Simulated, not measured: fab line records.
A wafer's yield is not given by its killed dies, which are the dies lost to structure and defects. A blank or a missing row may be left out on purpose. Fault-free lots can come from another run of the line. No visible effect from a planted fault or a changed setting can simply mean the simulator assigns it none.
Problem report in the 8D (eight disciplines) form, filled by code ; flow gf180mcu ; the parts of the form that need people (team, actions taken, sign-off) are left out

1. PROBLEM STATEMENT
NSD_RS at GF_PSD_RS_MEAS_14 reads a mean of 48.42 ohm/sq on 6 wafers of 2 lots; wafers without a fault read 46.13 ohm/sq with a standard deviation of 0.08. That is +29 standard deviations from the usual mean.
The step: measures by four-point-probe.
Seen first at day 16 17:38 on film_metro-03, wafer L663.1. Wafers with a number at this step in the record: 39, from 13 lots. Rule for "out", or "out of limits": more than 4 standard deviations from the usual mean. Any other wafer with a number is counted as sound.

2. WHAT THIS IS AND IS NOT
question;is;is not
which readings at this step;NSD_RS;-
which lots;L663, L664;L657, L658, L660, L661, L674, L675, L676, L677, L678, L679, L680
which wafers of those lots;all that have a number;-
read on which gauges;film_metro-02, film_metro-03;film_metro-01
when;from day 16 17:38;"up to then (12 sound wafers); but 21 sound wafers of L674, L675, L676, L677, L678, L679, L680 came after"

3. WHAT RULES OUT EACH SUSPECT
Counting: a tool at a process step up to the reading stays a suspect if it ran every lot that is out and no sound lot after the first of them.
- ruled out: the gauge at GF_PSD_RS_MEAS_14. The wafers that are out were read on 2 gauges (film_metro-02, film_metro-03).
- rtp_anneal-02 at GF_PSD_RTA_13 (time 20 s): ruled out as a lasting fault. Sound lots L677 ran on it after its first lot that is out, L663 (day 16 17:33).
Left after counting: nothing in the record.

4. THE CAUSE (what the simulator had put in)
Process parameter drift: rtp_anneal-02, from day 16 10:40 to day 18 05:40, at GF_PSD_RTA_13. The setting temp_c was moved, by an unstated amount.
The count ruled it out by mistake, since the rule takes a fault to strike every lot its tool runs from the start of the fault on, and this one did not do so.

5. THE CHAIN OF EFFECTS, in route order
One row per reading whose mean, taken over the struck wafers that have a number, lies over 3 standard deviations from the usual. Readings are gone through only where the record gives a usual standard deviation; hours: the median, over the lots, of the time from a lot's start at the first step in this table giving one to that lot's start at this step; sigmas: the change measured in usual standard deviations.
hours;step;reading;usual;on struck wafers;change;sigmas
0;GF_PSD_RTA_13;wafer_temp_C_max;1031.2;1011.7;-19.5;-9.7
0;GF_PSD_RS_MEAS_14;NSD_RS;46.13 ohm/sq;48.42;+2.29;+29
0;GF_PSD_RS_MEAS_15;PSD_RS;108.59 ohm/sq;120.15;+11.56;+43
Its process steps:
- GF_PSD_RTA_13: time 20 s.

6. HOW IT WOULD HAVE BEEN CAUGHT EARLIER
The first out-of-limits reading at a measuring or inspecting step in this record came at day 16 17:38, 7 hours after the fault's start at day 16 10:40.
Tool's own readings at GF_PSD_RTA_13, wafer_temp_C_max: out on all struck wafers the step has rows for; an alarm limit on them would have tripped on the first.
